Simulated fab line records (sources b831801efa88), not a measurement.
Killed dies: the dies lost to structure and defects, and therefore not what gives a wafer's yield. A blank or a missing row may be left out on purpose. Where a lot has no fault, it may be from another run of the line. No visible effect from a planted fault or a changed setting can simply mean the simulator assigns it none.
The same fault as seen by 2 desks    flow sky130    every desk sees just its own numbers, and what lay behind them comes last

== TOOL OWNER'S DESK, implanter-02 ==
For each lot that ran on this tool, the mean over its sampled wafers that have a number, from the tool's own readings at SKY_GATE_OXIDE_IMPLANT_11. Any lot whose mean is over 4 standard deviations away from the usual mean is out of limits and marked OUT; that distance is given in the brackets.
Columns: A = beamEnergyKeV at SKY_GATE_OXIDE_IMPLANT_11, usual 10.000
lot   first seen here  A
L901  day 16 03:39     10.002
L902  day 16 12:11     10.002
L913  day 20 04:44     10.002
This desk's finding: nothing out of limits on any of the 3 lots.

== AT THE METROLOGY DESK ==
What the gauges read for every lot (on any tool): the sampled wafers with a number, averaged. Any lot whose mean is over 4 standard deviations away from the usual mean is out of limits and marked OUT; that distance is given in the brackets.
Columns: A = GATE_OXIDE_OXIDATION_00_THK at SKY_GATE_OXIDE_THK_MEAS_02, usual 10.27 nm; B = GATE_OXIDE_OVL at SKY_GATE_OXIDE_OVL_MEAS_10, usual -1.0 nm; C = GATE_OXIDE_TW at SKY_GATE_OXIDE_TW_MEAS_14, usual 225.3; D = POLY_GATE_CVD_00_THK at SKY_POLY_GATE_THK_MEAS_01, usual 179.7 nm; E = POLY_GATE_TW at SKY_RES_PROTECT_TW_MEAS_08, usual 4065; F = POLY_GATE_CVD_03_THK at SKY_POLY_GATE_THK_MEAS_04, usual 74.9 nm; G = cdNm at SKY_POLY_GATE_CD_MEAS_13, usual 150.3 nm
lot   first seen here  A      B     C      D      E     F     G
L895  day 13 02:03     10.50  -2.8  227.8  180.1  4032  75.7  149.6
L901  day 15 00:47     10.05  -2.7  223.9  178.8  4038  74.8  150.2
L902  day 15 09:08     10.25  -0.4  227.8  179.8  4048  74.7  151.4
L911  day 18 07:23     10.24  -2.3  223.9  180.6  4080  75.3  149.2
L913  day 18 21:54     10.27  0.0   223.5  178.2  4087  74.4  149.1
L915  day 19 17:20     10.27  -1.9  227.3  176.4  4098  75.1  151.2
This desk's finding: nothing out of limits on any of the 6 lots.

== ALL TOGETHER ==
The tool owner's desk saw nothing out of limits.
From the metrology desk's view, nothing was out of limits.

== WHAT THE SIMULATOR HAD PUT IN ==
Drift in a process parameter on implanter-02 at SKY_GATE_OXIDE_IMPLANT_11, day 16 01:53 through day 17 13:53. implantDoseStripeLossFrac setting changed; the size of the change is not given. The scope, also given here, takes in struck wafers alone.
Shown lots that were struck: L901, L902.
